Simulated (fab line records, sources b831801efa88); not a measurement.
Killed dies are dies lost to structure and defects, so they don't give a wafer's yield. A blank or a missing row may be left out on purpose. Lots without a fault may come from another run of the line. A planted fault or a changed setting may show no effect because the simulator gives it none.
fab line records | flow sky130 | part 2 of 2: steps 28 to 38 of 38
record lots=5 wafers=15 last_day=50
route steps=708 shown VIA2@529 METAL3@532 CAPM@537
lots that met no fault: from a run of the same line without faults
start_h: hours from the record's first day to the start of the lot's first wafer shown | wait_h: hours since the lot's step before | " the same as in the row above | L1.1+2: a row that stands for several wafers | - no value, or no start given | * or withheld: withheld | < > ~ a bound
route shown NAME@n: a module of which the file shows steps, and the number in the route of the first | usual: mean/standard deviation of fault-free wafers | same: alike in all rows | chamber/n: place in a boat | sites: the reading at each site | _std_site: their standard deviation | _edge_site: outer sites' mean less inner sites' | radius_mm: how far each site lies from the wafer's centre | mask NAME#n: copy n | behind: the tool/chamber that last shaped the wafer | hold: why the lot was held/for how many hours/how that ended | device: the transistor (n, p or np) that didn't switch | end of line: the same wafers' tests at the end of the route | a step without rows: its recipe alone | killed: dies lost to structure and defects at the first sort, not the wafer's yield | map: a wafer's dies, x killed, . not, _ none there
set.NAME: the setting as run; set.NAME@STEP: as run at that earlier step | model.NAME: the simulator's own value behind a step, which no gauge read
lots at some steps of the route; a table a step, a row a wafer
services: from which hour (start_h, from the record's first day; less than 0 if before it) a tool's chamber was out of use, for how many hours, and why
## steps
# step SKY_METAL3_HMDS_06
# recipe prime_time_s=60 prime_temp_c=120
# columns lot.wafer tool chamber start_h wait_h
L086.1+3+4 litho_track-01 0 975.90 0.1
L091.1+2+3 litho_track-02 0 1007.09 0.1
L092.1+2+3 litho_track-01 0 1010.30 0.1
L093.1+2+4 litho_track-02 0 1018.14 0.1
L097.1+2+6 litho_track-01 0 1038.55 0.1
# step SKY_METAL3_COAT_07
# recipe resist=BARC temp_c=withheld time_s=withheld spin_rpm=3000 resist_thk_nm=60
# usual dispense_pressure_kPa=49/4.9
# columns lot.wafer tool chamber start_h wait_h dispense_pressure_kPa
L086.1 litho_track-01 0 976.05 0.1 44
L086.3 " 0 " " 44
L086.4 " 0 " " 44
L091.1 litho_track-02 0 1007.24 0.1 51
L091.2 " 0 " " 51
L091.3 " 0 " " 51
L092.1 litho_track-01 0 1010.45 0.1 44
L092.2 " 0 " " 44
L092.3 " 0 " " 44
L093.1 litho_track-02 0 1018.29 0.1 51
L093.2 " 0 " " 51
L093.4 " 0 " " 51
L097.1 litho_track-01 0 1038.70 0.1 44
L097.2 " 0 " " 44
L097.6 " 0 " " 44
# step SKY_METAL3_COAT_08
# recipe resist=KrF-thick spin_rpm=3000 resist_thk_nm=1140
# usual dispense_pressure_kPa=49/4.9
# columns lot.wafer tool chamber start_h wait_h dispense_pressure_kPa
L086.1 litho_track-01 0 - - 44
L086.3 " 0 " " 44
L086.4 " 0 " " 44
L091.1 litho_track-02 0 - - 51
L091.2 " 0 " " 51
L091.3 " 0 " " 51
L092.1 litho_track-01 0 - - 44
L092.2 " 0 " " 44
L092.3 " 0 " " 44
L093.1 litho_track-02 0 - - 51
L093.2 " 0 " " 51
L093.4 " 0 " " 51
L097.1 litho_track-01 0 - - 44
L097.2 " 0 " " 44
L097.6 " 0 " " 44
# step SKY_METAL3_SOFTBAKE_09
# recipe temp_c=100 time_s=90 resist=KrF-thick
# columns lot.wafer tool chamber start_h wait_h
L086.1+3+4 litho_track-01 0 - -
L091.1+2+3 litho_track-02 0 - -
L092.1+2+3 litho_track-01 0 - -
L093.1+2+4 litho_track-02 0 - -
L097.1+2+6 litho_track-01 0 - -
# step SKY_METAL3_EXPOSE_10
# recipe mask_id=MM3 na=0.68 source_shape=annular sigma_inner=0.4 sigma_outer=0.8 target_cd_nm=300 dose_mj=28
# usual exposure_dose_mJ_cm2=28.008/0.028 reticle_temp_C=23.03/0.096
# columns lot.wafer tool chamber start_h wait_h mask exposure_dose_mJ_cm2 reticle_temp_C
L086.1 krf_scanner-01 0 - - MM3#0 28.043 23.01
L086.3 " 0 " " MM3#0 28.025 22.94
L086.4 " 0 " " MM3#0 28.009 23.03
L091.1 krf_scanner-01 0 - - MM3#0 28.032 23.04
L091.2 " 0 " " MM3#0 28.002 22.90
L091.3 " 0 " " MM3#0 28.044 23.03
L092.1 krf_scanner-02 0 - - MM3#0 28.061 23.11
L092.2 " 0 " " MM3#0 28.067 23.02
L092.3 " 0 " " MM3#0 28.063 23.07
L093.1 krf_scanner-02 0 - - MM3#0 27.963 22.97
L093.2 " 0 " " MM3#0 27.974 22.83
L093.4 " 0 " " MM3#0 27.952 22.98
L097.1 krf_scanner-01 0 - - MM3#0 27.970 23.08
L097.2 " 0 " " MM3#0 28.035 23.10
L097.6 " 0 " " MM3#0 28.004 22.94
# step SKY_METAL3_PEB_11
# recipe peb_temp_c=withheld peb_time_s=withheld resist=KrF-thick
# columns lot.wafer tool chamber start_h wait_h
L086.1+3+4 litho_track-01 0 - -
L091.1+2+3 litho_track-01 0 - -
L092.1+2+3 litho_track-04 0 - -
L093.1+2+4 litho_track-01 0 - -
L097.1+2+6 litho_track-04 0 - -
# step SKY_METAL3_DEVELOP_12
# recipe develop_time_s=60 resist=KrF-thick dev_temp_c=21
# columns lot.wafer tool chamber start_h wait_h
L086.1+3+4 litho_track-01 0 - -
L091.1+2+3 litho_track-01 0 - -
L092.1+2+3 litho_track-04 0 - -
L093.1+2+4 litho_track-01 0 - -
L097.1+2+6 litho_track-04 0 - -
# step SKY_METAL3_CD_MEAS_13
# recipe target_cd_nm=300
# usual cd_nm=300.1/1.4
# columns lot.wafer tool chamber start_h wait_h cd_nm
L086.1 cd_sem-01 - 989.70 - 299.6
L086.3 " - " " 299.9
L086.4 " - " " 300.7
L091.1 cd_sem-02 - 1018.45 - 299.3
L091.2 " - " " 300.0
L091.3 " - " " 299.9
L092.1 cd_sem-01 - 1021.99 - 298.4
L092.2 " - " " 296.1
L092.3 " - " " 297.4
L093.1 cd_sem-02 - 1029.65 - 300.9
L093.2 " - " " 300.5
L093.4 " - " " 299.2
L097.1 cd_sem-02 - 1049.99 - 298.1
L097.2 " - " " 297.7
L097.6 " - " " 299.1
# step SKY_METAL3_OVL_MEAS_14
# usual METAL3_OVL=0/5.9
# columns lot.wafer tool chamber start_h wait_h METAL3_OVL[nm]
L086.1 overlay-02 - 989.82 0.1 5
L086.3 " - " " 10
L086.4 " - " " 9
L091.1 overlay-01 - 1018.57 0.1 6
L091.2 " - " " 7
L091.3 " - " " 5
L092.1 overlay-01 - 1022.11 0.1 1
L092.2 " - " " 3
L092.3 " - " " -3
L093.1 overlay-01 - 1029.77 0.1 -1
L093.2 " - " " -5
L093.4 " - " " -1
L097.1 overlay-02 - 1050.11 0.1 3
L097.2 " - " " 3
L097.6 " - " " 5
# step SKY_METAL3_DESCUM_15
# recipe chemistry=O2 source_power_w=150 bias_power_w=0 pressure_mtorr=10 temp_c=40 time_s=8
# usual drypump_motor_current_A=5.8/0.5 oes_product_au=1.006/0.011
# columns lot.wafer tool chamber start_h wait_h drypump_motor_current_A oes_product_au rf_hours_counter_h
L086.1 rie_metal-03 1 989.85 0.0 6.4 0.999 14
L086.3 " 0 " " 6.1 0.990 -
L086.4 " 1 " " 6.4 0.992 -
L091.1 rie_metal-01 0 1018.60 0.0 4.9 1.001 14
L091.2 " 1 " " 6.1 0.998 11
L091.3 " 1 " " 6.1 1.007 -
L092.1 rie_metal-03 0 1022.15 0.0 6.1 1.004 15
L092.2 " 1 " " 6.4 1.001 16
L092.3 " 1 " " 6.4 1.012 -
L093.1 rie_metal-02 0 1029.80 0.0 5.5 1.015 20
L093.2 " 1 " " 6.1 1.002 7
L093.4 " 0 " " 5.5 1.030 -
L097.1 rie_metal-03 0 1050.15 0.0 6.0 0.996 17
L097.2 " 1 " " 6.4 0.996 18
L097.6 " 1 " " 6.4 1.014 -
# step SKY_METAL3_ETCH_16
# recipe chemistry=N2/H2 target=BARC ion_energy_ev=200 bias_w=100 pressure_mtorr=30 n2_flow_sccm=100 h2_flow_sccm=200 icp_w=500 stop_on=SiO2 time_s=88.2 target_depth_a=600
# usual drypump_motor_current_A=5.8/0.5 oes_product_au=0.626/0.0044 throttle_valve_pct=13.206/0.0086
# columns lot.wafer tool chamber start_h wait_h drypump_motor_current_A oes_product_au rf_hours_counter_h throttle_valve_pct
L086.1 rie_metal-03 1 989.88 0.0 6.4 0.622 14 13.215
L086.3 " 0 " " 6.0 0.627 - 13.203
L086.4 " 1 " " 6.4 0.626 - 13.204
L091.1 rie_metal-01 0 1018.63 0.0 4.9 0.624 14 13.198
L091.2 " 1 " " 6.2 0.620 11 13.207
L091.3 " 1 " " 6.2 0.620 - 13.212
L092.1 rie_metal-03 0 1022.18 0.0 6.1 0.629 15 13.196
L092.2 " 1 " " 6.4 0.632 16 13.206
L092.3 " 1 " " 6.4 0.626 - 13.202
L093.1 rie_metal-02 0 1029.83 0.0 5.5 0.633 20 13.207
L093.2 " 1 " " 6.2 0.620 7 13.195
L093.4 " 0 " " 5.5 0.626 - 13.207
L097.1 rie_metal-03 0 1050.18 0.0 6.0 0.635 17 13.194
L097.2 " 1 " " 6.4 0.627 18 13.195
L097.6 " 1 " " 6.4 0.621 - 13.213
## services
# columns tool chamber start_h hours kind
pvd_sputter-04 - 931.35 1.4 repair
krf_scanner-02 - 931.76 1.0 pm
krf_scanner-02 - 932.72 2.6 repair
cmp-01 - 933.05 8.1 pm
iline_stepper-02 - 933.93 1.7 pm
pvd_sputter-03 - 948.12 3.5 repair
pvd_sputter-03 - 955.13 5.2 repair
wet_bench-02 - 956.74 2.0 repair
krf_scanner-01 - 961.26 1.3 pm
krf_scanner-01 - 972.67 0.8 pm
cmp-02 - 975.61 1.3 repair
rie_metal-02 0 982.48 9.1 repair
pvd_sputter-03 - 987.20 4.1 repair
pvd_sputter-02 - 990.04 1.2 repair
rie_metal-01 - 1005.90 2.8 pm
pvd_sputter-01 - 1006.70 2.5 repair
krf_scanner-01 - 1009.16 6.6 repair
pvd_sputter-03 - 1010.32 1.1 repair
pecvd-01 - 1012.18 2.6 repair
cmp-02 - 1017.09 1.4 repair
cmp-02 - 1018.49 4.2 pm
cmp-02 - 1033.05 0.5 repair
pvd_sputter-02 - 1041.37 15.8 repair
krf_scanner-01 - 1049.74 1.0 pm
